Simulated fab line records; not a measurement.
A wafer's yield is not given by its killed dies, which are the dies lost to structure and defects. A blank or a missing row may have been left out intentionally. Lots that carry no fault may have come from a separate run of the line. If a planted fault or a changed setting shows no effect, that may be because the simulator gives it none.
What tool caused it? / flow gf180mcu / 15 lots with 45 wafers sampled at 4 steps, on a route of 602 steps

== WHAT EACH GAUGE READ, for each wafer ==
The record holds no reading of a measuring or inspecting step that can be judged against a usual standard deviation.

== WHAT TOOL EACH LOT RAN ON (gives the tool, then ch and the chambers of the sampled wafers, and finally the start) ==
lot=L726; GF_V2_ETCH_17=rie diel-01 ch 1,3, day 21 09:07 or earlier; GF_M3_METAL_ETCH_16=rie metal-01 ch 0,1, day 21 09:07; GF_V3_CMP_26=cmp-01 ch 0,1, day 22 10:44; GF_M4_SPUTTER_04=pvd sputter-01, day 22 11:10
lot=L727; GF_V2_ETCH_17=rie diel-01 ch 1,2,3, day 21 12:14 or earlier; GF_M3_METAL_ETCH_16=rie metal-02 ch 0, day 21 12:14; GF_V3_CMP_26=cmp-01 ch 0,2, day 22 13:38; GF_M4_SPUTTER_04=pvd sputter-04, day 22 14:04
lot=L728; GF_V2_ETCH_17=rie diel-01 ch 0,2,3, day 21 18:44 or earlier; GF_M3_METAL_ETCH_16=rie metal-01 ch 0,1, day 21 18:44; GF_V3_CMP_26=cmp-01 ch 0,2, day 22 20:05; GF_M4_SPUTTER_04=pvd sputter-04, day 22 20:32
lot=L729; GF_V2_ETCH_17=rie diel-02 ch 0,1, day 22 11:15 or earlier; GF_M3_METAL_ETCH_16=rie metal-04 ch 0,1, day 22 11:15; GF_V3_CMP_26=cmp-01 ch 2,3, day 23 12:02; GF_M4_SPUTTER_04=pvd sputter-01, day 23 12:31
lot=L732; GF_V2_ETCH_17=rie diel-01 ch 1,3, day 23 10:20 or earlier; GF_M3_METAL_ETCH_16=rie metal-02 ch 1, day 23 10:20; GF_V3_CMP_26=cmp-02 ch 0,1,3, day 24 11:29; GF_M4_SPUTTER_04=pvd sputter-04, day 24 11:58
lot=L733; GF_V2_ETCH_17=rie diel-01 ch 2,3, day 24 07:54 or earlier; GF_M3_METAL_ETCH_16=rie metal-02 ch 0,1, day 24 07:54; GF_V3_CMP_26=cmp-02 ch 0,3, day 25 07:56; GF_M4_SPUTTER_04=pvd sputter-03, day 25 08:25
lot=L734; GF_V2_ETCH_17=rie diel-04 ch 0,1,2, day 24 08:17 or earlier; GF_M3_METAL_ETCH_16=rie metal-01 ch 0, day 24 08:17; GF_V3_CMP_26=cmp-01 ch 0,1,2, day 25 08:08; GF_M4_SPUTTER_04=-
lot=L735; GF_V2_ETCH_17=rie diel-02 ch 0,2, day 24 15:38 or earlier; GF_M3_METAL_ETCH_16=rie metal-04 ch 1, day 24 15:38; GF_V3_CMP_26=cmp-02 ch 2,3, day 25 15:41; GF_M4_SPUTTER_04=-
lot=L736; GF_V2_ETCH_17=rie diel-04 ch 0,2,3, day 24 23:44 or earlier; GF_M3_METAL_ETCH_16=rie metal-04 ch 0,1, day 24 23:44; GF_V3_CMP_26=cmp-01 ch 0,2,3, day 25 23:20; GF_M4_SPUTTER_04=-
lot=L738; GF_V2_ETCH_17=rie diel-01 ch 1,2,3, day 25 15:40 or earlier; GF_M3_METAL_ETCH_16=rie metal-04 ch 0,1, day 25 15:40; GF_V3_CMP_26=cmp-02 ch 0,1, day 26 14:44; GF_M4_SPUTTER_04=pvd sputter-01, day 26 15:13
lot=L743; GF_V2_ETCH_17=rie diel-02 ch 1,3, day 27 05:05 or earlier; GF_M3_METAL_ETCH_16=rie metal-01 ch 0,1, day 27 05:05; GF_V3_CMP_26=cmp-02 ch 0,1, day 28 03:07; GF_M4_SPUTTER_04=pvd sputter-03, day 28 03:36
lot=L745; GF_V2_ETCH_17=rie diel-02 ch 0,2,3, day 28 07:41 or earlier; GF_M3_METAL_ETCH_16=rie metal-04 ch 0,1, day 28 07:41; GF_V3_CMP_26=cmp-01 ch 1,2,3, day 29 05:14; GF_M4_SPUTTER_04=pvd sputter-01, day 29 05:43
lot=L746; GF_V2_ETCH_17=rie diel-04 ch 0,2,3, day 28 10:08 or earlier; GF_M3_METAL_ETCH_16=rie metal-01 ch 0,1, day 28 10:08; GF_V3_CMP_26=cmp-01 ch 1,2,3, day 29 07:30; GF_M4_SPUTTER_04=pvd sputter-04, day 29 07:59
lot=L747; GF_V2_ETCH_17=rie diel-04 ch 0,2,3, day 28 13:14 or earlier; GF_M3_METAL_ETCH_16=rie metal-02 ch 0,1, day 28 13:14; GF_V3_CMP_26=cmp-01 ch 0,1,3, day 29 12:31; GF_M4_SPUTTER_04=pvd sputter-04, day 29 12:54
lot=L748; GF_V2_ETCH_17=rie diel-04 ch 0,2,3, day 28 17:20 or earlier; GF_M3_METAL_ETCH_16=rie metal-02 ch 0,1, day 28 17:20; GF_V3_CMP_26=cmp-01 ch 0,1, day 29 14:16; GF_M4_SPUTTER_04=pvd sputter-03, day 29 14:42
- GF_V2_ETCH_17: etches SiO2 in C4F8/O2/Ar, stops on TiN, target depth 630 nm.
- GF_M3_METAL_ETCH_16: etches the open film in Cl2/BCl3, stops on SiO2, target depth 627.5 nm, time 104.6 s.
- GF_V3_CMP_26: polishes, stops on SiO2, t overpolish 15 s, target thk 0 nm.
- GF_M4_SPUTTER_04: material TiN, target thk 50 nm, time 41.7 s.

== WHAT THE TOOLS THEMSELVES READ (means of the sampled wafers that have a number; where no wafer has one, the mark that the record gives instead) ==
GF_V2_ETCH_17.
lot=L726; tool=rie diel-01; oes product au (a.u.)=0.859
lot=L727; tool=rie diel-01; oes product au (a.u.)=0.854
lot=L728; tool=rie diel-01; oes product au (a.u.)=0.851
lot=L729; tool=rie diel-02; oes product au (a.u.)=0.857
lot=L732; tool=rie diel-01; oes product au (a.u.)=0.860
lot=L733; tool=rie diel-01; oes product au (a.u.)=0.860
lot=L734; tool=rie diel-04; oes product au (a.u.)=0.855
lot=L735; tool=rie diel-02; oes product au (a.u.)=0.860
lot=L736; tool=rie diel-04; oes product au (a.u.)=0.858
lot=L738; tool=rie diel-01; oes product au (a.u.)=0.858
lot=L743; tool=rie diel-02; oes product au (a.u.)=0.857
lot=L745; tool=rie diel-02; oes product au (a.u.)=0.854
lot=L746; tool=rie diel-04; oes product au (a.u.)=0.862
lot=L747; tool=rie diel-04; oes product au (a.u.)=0.857
lot=L748; tool=rie diel-04; oes product au (a.u.)=0.857

GF_M3_METAL_ETCH_16.
lot=L726; tool=rie metal-01; drypump motor current A (A)=5.6; oes product au (a.u.)=0.971; throttle valve pct (%)=28.258
lot=L727; tool=rie metal-02; drypump motor current A (A)=6.0; oes product au (a.u.)=0.977; throttle valve pct (%)=28.245
lot=L728; tool=rie metal-01; drypump motor current A (A)=5.2; oes product au (a.u.)=0.975; throttle valve pct (%)=28.237
lot=L729; tool=rie metal-04; drypump motor current A (A)=5.5; oes product au (a.u.)=0.972; throttle valve pct (%)=28.256
lot=L732; tool=rie metal-02; drypump motor current A (A)=5.6; oes product au (a.u.)=0.973; throttle valve pct (%)=28.253
lot=L733; tool=rie metal-02; drypump motor current A (A)=5.7; oes product au (a.u.)=0.975; throttle valve pct (%)=28.248
lot=L734; tool=rie metal-01; drypump motor current A (A)=4.8; oes product au (a.u.)=0.977; throttle valve pct (%)=28.244
lot=L735; tool=rie metal-04; drypump motor current A (A)=5.6; oes product au (a.u.)=0.969; throttle valve pct (%)=28.258
lot=L736; tool=rie metal-04; drypump motor current A (A)=5.5; oes product au (a.u.)=0.968; throttle valve pct (%)=28.251
lot=L738; tool=rie metal-04; drypump motor current A (A)=5.5; oes product au (a.u.)=0.972; throttle valve pct (%)=28.246
lot=L743; tool=rie metal-01; drypump motor current A (A)=5.6; oes product au (a.u.)=0.972; throttle valve pct (%)=28.259
lot=L745; tool=rie metal-04; drypump motor current A (A)=5.5; oes product au (a.u.)=0.980; throttle valve pct (%)=28.238
lot=L746; tool=rie metal-01; drypump motor current A (A)=5.6; oes product au (a.u.)=0.969; throttle valve pct (%)=28.255
lot=L747; tool=rie metal-02; drypump motor current A (A)=5.7; oes product au (a.u.)=0.971; throttle valve pct (%)=28.254
lot=L748; tool=rie metal-02; drypump motor current A (A)=5.9; oes product au (a.u.)=0.977; throttle valve pct (%)=28.238

GF_V3_CMP_26.
lot=L726; tool=cmp-01; edge zone pressure frac=1.002; head pressure psi (psi)=3.498; motor current A (A)=10.8; overpolish run s (s)=14.994; time to endpoint s (s)=83
lot=L727; tool=cmp-01; edge zone pressure frac=1.004; head pressure psi (psi)=3.504; motor current A (A)=11.8; overpolish run s (s)=14.995; time to endpoint s (s)=82
lot=L728; tool=cmp-01; edge zone pressure frac=0.999; head pressure psi (psi)=3.497; motor current A (A)=11.4; overpolish run s (s)=15.004; time to endpoint s (s)=87
lot=L729; tool=cmp-01; edge zone pressure frac=1.003; head pressure psi (psi)=3.510; motor current A (A)=11.6; overpolish run s (s)=14.998; time to endpoint s (s)=86
lot=L732; tool=cmp-02; edge zone pressure frac=0.996; head pressure psi (psi)=3.495; motor current A (A)=11.7; overpolish run s (s)=14.997; time to endpoint s (s)=87
lot=L733; tool=cmp-02; edge zone pressure frac=0.995; head pressure psi (psi)=3.497; motor current A (A)=11.6; overpolish run s (s)=14.999; time to endpoint s (s)=92
lot=L734; tool=cmp-01; edge zone pressure frac=-; head pressure psi (psi)=-; motor current A (A)=-; overpolish run s (s)=-; time to endpoint s (s)=-
lot=L735; tool=cmp-02; edge zone pressure frac=-; head pressure psi (psi)=-; motor current A (A)=-; overpolish run s (s)=-; time to endpoint s (s)=-
lot=L736; tool=cmp-01; edge zone pressure frac=-; head pressure psi (psi)=-; motor current A (A)=-; overpolish run s (s)=-; time to endpoint s (s)=-
lot=L738; tool=cmp-02; edge zone pressure frac=1.005; head pressure psi (psi)=3.498; motor current A (A)=11.9; overpolish run s (s)=15.003; time to endpoint s (s)=84
lot=L743; tool=cmp-02; edge zone pressure frac=1.003; head pressure psi (psi)=3.506; motor current A (A)=11.8; overpolish run s (s)=14.999; time to endpoint s (s)=86
lot=L745; tool=cmp-01; edge zone pressure frac=1.000; head pressure psi (psi)=3.495; motor current A (A)=11.4; overpolish run s (s)=15.003; time to endpoint s (s)=84
lot=L746; tool=cmp-01; edge zone pressure frac=0.997; head pressure psi (psi)=3.507; motor current A (A)=11.1; overpolish run s (s)=14.991; time to endpoint s (s)=85
lot=L747; tool=cmp-01; edge zone pressure frac=0.996; head pressure psi (psi)=3.499; motor current A (A)=11.0; overpolish run s (s)=15.006; time to endpoint s (s)=86
lot=L748; tool=cmp-01; edge zone pressure frac=1.001; head pressure psi (psi)=3.507; motor current A (A)=10.2; overpolish run s (s)=15.006; time to endpoint s (s)=81

GF_M4_SPUTTER_04.
lot=L726; tool=pvd sputter-01; throttle valve pct (%)=29.4
lot=L727; tool=pvd sputter-04; throttle valve pct (%)=29.9
lot=L728; tool=pvd sputter-04; throttle valve pct (%)=29.5
lot=L729; tool=pvd sputter-01; throttle valve pct (%)=28.0
lot=L732; tool=pvd sputter-04; throttle valve pct (%)=29.7
lot=L733; tool=pvd sputter-03; throttle valve pct (%)=29.8
lot=L738; tool=pvd sputter-01; throttle valve pct (%)=29.2
lot=L743; tool=pvd sputter-03; throttle valve pct (%)=30.9
lot=L745; tool=pvd sputter-01; throttle valve pct (%)=28.9
lot=L746; tool=pvd sputter-04; throttle valve pct (%)=30.1
lot=L747; tool=pvd sputter-04; throttle valve pct (%)=30.0
lot=L748; tool=pvd sputter-03; throttle valve pct (%)=29.8

== THE ANSWER, worked out from the rows above alone ==
Rule: what is usual is taken from the lots themselves. Put in order of their means at a reading, lots are off if they are a third of the lots or fewer, leave a main group of 4 or more, and stand apart from it by a gap of 3 or more times the standard deviation of the main group's means; of several such gaps the widest counts. If all means in a main group match to the digits the tables above print for the reading, that group is not used. Also off: a lot with no number at a reading for which 4 or more lots have one. All remaining lots with rows at the step are treated as sound. First the gauges in route order, then the tools' own readings, where a lot's mean is used as printed above. At the first step where some lot is off, the reading lying furthest off is the one used; lots without a number count as furthest.
Off: L734, L735, L736 (GF_V3_CMP_26, edge zone pressure frac). Without a number there: L734, L735, L736. For the main group the mean is 1.000 and the standard deviation 0.0033.
If a tool, at that step or one of the process steps before it, ran each lot that is off and ran no sound lot following the first of them, it fits. Because GF_V2_ETCH_17 lacks a start for some lots, the hours and order of its lots are taken from GF_M3_METAL_ETCH_16. None of those tried fits.

== WHAT HAD BEEN PUT IN BY THE SIMULATOR ==
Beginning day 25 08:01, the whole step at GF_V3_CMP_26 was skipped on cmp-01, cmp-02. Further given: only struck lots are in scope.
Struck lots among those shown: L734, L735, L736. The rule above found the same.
